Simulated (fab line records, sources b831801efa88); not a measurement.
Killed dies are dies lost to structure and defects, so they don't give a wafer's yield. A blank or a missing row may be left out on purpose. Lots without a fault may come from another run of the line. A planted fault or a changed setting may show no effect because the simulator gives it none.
Chamber matching | flow sky130 | SKY_POLY_CUT_ETCH_10 on rie_diel-01: 4 sister chambers
The step etches BARC in N2/H2, stops on SiO2, time 45.9 s, target depth 60 nm. 14 wafers are shown with their chamber, then 7 later ones without.

WAFERS WITH THEIR CHAMBER
wafer  | chamber | drypump_motor_current_A (A) | throttle_valve_pct (%) | oes_product_au (a.u.)
L678.2 | 3       | 6.5                         | 13.223                 | 0.857
L678.4 | 0       | 5.8                         | 13.229                 | 0.855
L678.5 | 0       | 5.8                         | 13.228                 | 0.855
L682.4 | 0       | 5.8                         | 13.241                 | 0.857
L682.5 | 2       | 5.6                         | 13.222                 | 0.858
L682.6 | 1       | 6.2                         | 13.227                 | 0.854
L684.1 | 0       | 5.8                         | 13.229                 | 0.858
L684.4 | 1       | 6.2                         | 13.211                 | 0.865
L684.5 | 0       | 5.8                         | 13.214                 | 0.855
L689.1 | 2       | 5.6                         | 13.231                 | 0.854
L689.2 | 1       | 6.2                         | 13.210                 | 0.855
L689.3 | 0       | 5.7                         | 13.234                 | 0.855
L690.3 | 1       | 6.2                         | 13.234                 | 0.866
L690.5 | 1       | 6.2                         | 13.217                 | 0.852

SIGNATURES (means of the wafers above)
reading                 | chamber 0 | chamber 1 | chamber 2 | chamber 3 | scatter within a chamber
drypump_motor_current_A | 5.783     | 6.200     | 5.600     | 6.500     | 0.0289
throttle_valve_pct      | 13.22917  | 13.21980  | 13.22650  | 13.22300  | 0.00933
oes_product_au          | 0.85583   | 0.85840   | 0.85600   | 0.85700   | 0.00436
Rule: a wafer's distance from a chamber is the root of the sum, over the readings, of the square of ((its reading less the chamber's mean) divided by the reading's scatter). The wafer belongs to the nearest chamber; if the next one is less than 2 further off, it can't be placed. The scatter: the root of (the sum of the squares of (reading less its chamber's mean) over the shown wafers, divided by (wafers less chambers)).

WAFERS WITHOUT THEIR CHAMBER
wafer  | drypump_motor_current_A (A) | throttle_valve_pct (%) | oes_product_au (a.u.)
L690.6 | 5.6                         | 13.210                 | 0.861
L695.3 | 6.1                         | 13.217                 | 0.860
L695.5 | 6.2                         | 13.228                 | 0.859
L695.6 | 5.8                         | 13.230                 | 0.849
L696.1 | 6.2                         | 13.222                 | 0.850
L696.4 | 5.8                         | 13.221                 | 0.858
L696.5 | 5.8                         | 13.229                 | 0.857

WHICH CHAMBER EACH WENT THROUGH
wafer  | from the rows above | in truth
L690.6 | 2                   | 2
L695.3 | 1                   | 1
L695.5 | 1                   | 1
L695.6 | 0                   | 0
L696.1 | 1                   | 1
L696.4 | 0                   | 0
L696.5 | 0                   | 0
Placed correctly: 7 of 7. Can't be placed from these rows: 0. Placed wrongly: 0.
